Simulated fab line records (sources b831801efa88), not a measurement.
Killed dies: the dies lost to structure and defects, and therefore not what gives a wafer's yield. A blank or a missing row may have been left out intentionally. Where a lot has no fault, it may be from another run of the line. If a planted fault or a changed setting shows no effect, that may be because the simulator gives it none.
A struck lot beside a sound one :: flow sky130 :: 15 out of 708 route steps
Sound: these wafers, L452.4, L452.5, L452.6. Struck: wafer L461.5. (L461.4 of the same lot was not struck and is left out.) The cause comes at the end.
Each step with rows lists, per side, the tool, then ch with its chambers, then its first start. Under that, the readings that differ: sound wafers :: struck wafers :: difference of the means :: sigmas: that difference in standard deviations of wafers without a fault.
alike: words and numbers the same on both sides, and readings whose means are apart by under 2 such deviations; not compared: readings that were withheld, readings missing a value for some wafer, numbers with overlapping values and no deviation given by the record, and bounds like >300 which may hide the same value.
The two part at a step that has a row with sigmas, a row that says differs or no value, or rows on one side only. Numbers that don't overlap but have no deviation are shown without sigmas and don't part them. A reading that every wafer of one side lacks parts them only if that side has two wafers or more.

first, 3 steps without rows for these wafers: SKY_PASSIVATION_EXPOSE_08 (exposes mask NSM, target cd 3000 nm); SKY_PASSIVATION_PEB_09; SKY_PASSIVATION_DEVELOP_10 (develop time 60 s).
SKY_PASSIVATION_ETCH_11: etches the open film in CF4/O2, stops on AlCu, target depth 725 nm, time 161.1 s.
  sound on rieDiel-01 ch 0,2,3, day 47 15:40; struck on rieDiel-03 ch 3, day 49 18:52
  alike: drypumpMotorCurrentA, oesProductAu, throttleValvePct
  not compared: rfHoursCounterH
SKY_PASSIVATION_STRIP_12: strips in O2/N2.
  sound on plasmaAsher-04 ch 0,1, day 47 15:48; struck on plasmaAsher-04 ch 0, day 49 19:00
  alike: drypumpMotorCurrentA, oesProductAu, stripTimeToEndpointS
  not compared: rfHoursCounterH
then, 7 steps without rows for these wafers: SKY_PAD_OPEN_DEHYDRATE_00 (time 60 s); SKY_PAD_OPEN_HMDS_01 (prime time 60 s); SKY_PAD_OPEN_COAT_02 (resist thk 3000 nm); SKY_PAD_OPEN_SOFTBAKE_03; SKY_PAD_OPEN_EXPOSE_04 (exposes mask PDM, target cd 60000 nm); SKY_PAD_OPEN_PEB_05; SKY_PAD_OPEN_DEVELOP_06 (develop time 60 s).
SKY_PAD_OPEN_ETCH_07: etches the open film in CF4/O2, stops on AlCu, target depth 725 nm, time 161.1 s.
  sound on rieDiel-02 ch 0,2,3, day 48 11:13; struck on rieDiel-03 ch 1, day 50 12:28
reading: oesProductAu (a.u.)
sound: 0.986 0.987 0.985
struck: 0.798
difference: -0.188
sigmas: -30

reading: throttleValvePct (%)
sound: 5.993 5.969 5.962
struck: 5.914
difference: -0.061
sigmas: -7

reading: model.etch.depthNm (nm)
sound: 710.7 710.1 707.7
struck: 500.6
difference: -208.9
sigmas: 

reading: model.PAD_OPEN.featureDepthNm (nm)
sound: 710.7 710.1 707.7
struck: 500.6
difference: -208.9
sigmas: 
  alike: drypumpMotorCurrentA
  not compared: rfHoursCounterH
SKY_PAD_OPEN_STRIP_08: strips in O2/N2.
  sound on plasmaAsher-01 ch 0,1, day 48 11:21; struck on plasmaAsher-01 ch 0, day 50 12:37
reading: oesProductAu (a.u.)
sound: 0.666 0.670 0.661
struck: 0.656
difference: -0.010
sigmas: -2
  alike: drypumpMotorCurrentA
  not compared: rfHoursCounterH
SKY_PAD_OPEN_PROBE_99:
  struck on prober-02, day 50 14:59; sound on prober-01, day 48 13:47
reading: defectLimitedYield (%)
sound: 79.9 80.9 81.5
struck: 0
difference: -81
sigmas: -45

reading: killedAtOther
sound: 0 0 0
struck: 411
difference: +411
sigmas: +99 or more

reading: killedDies
sound: 99 94 91
struck: 492
difference: +397
sigmas: +45

reading: killedOnRim
sound: 20 22 12
struck: 96
difference: +78
sigmas: +22

reading: sort_bin_5_function (%)
sound: 11.8 10.2 11.4
struck: 92.3
difference: +81.2
sigmas: +58

reading: sortNPass
sound: 393 398 401
struck: 0
difference: -397
sigmas: -45

reading: sortYieldPct (%)
sound: 79.9 80.9 81.5
struck: 0
difference: -81
sigmas: -45

reading: model.etest.tester.sortNPass
sound: 393 398 401
struck: 0
difference: -397
sigmas: 

reading: model.etest.tester.sortYieldPct (%)
sound: 79.88 80.89 81.5
struck: 0
difference: -81
sigmas: 

reading: model.etest.tester.sort_bin_5_pct (%)
sound: 11.79 10.16 11.38
struck: 92.28
difference: +81.17
sigmas: 

reading: model.etest.met1Comb.underFloor
sound: 0 0 0
struck: 1
difference: +1
sigmas: 

reading: model.etest.diodeNdiffFingers.underFloor
sound: 0 0 0
struck: 1
difference: +1
sigmas: 

reading: model.etest.capOno.open
sound: 0 0 0
struck: 1
difference: +1
sigmas: 

reading: model.etest.capThinOxide.open
sound: 0 0 0
struck: 1
difference: +1
sigmas: 

reading: model.etest.met3.open
sound: 0 0 0
struck: 1
difference: +1
sigmas: 
  alike: killed_at_M0_to_M3, killed_at_M4_up, killedAtContacts, killedAtFrontEnd, killedOpen, killedShort, sort_bin_3_pad_short, sort_bin_6_memory

## WHERE THEY PART
First at SKY_PAD_OPEN_ETCH_07; last, within this record, at SKY_PAD_OPEN_PROBE_99.

WHY: the cause the simulator had injected
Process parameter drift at SKY_PAD_OPEN_ETCH_07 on rieDiel-03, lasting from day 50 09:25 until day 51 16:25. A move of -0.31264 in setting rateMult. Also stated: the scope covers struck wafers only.
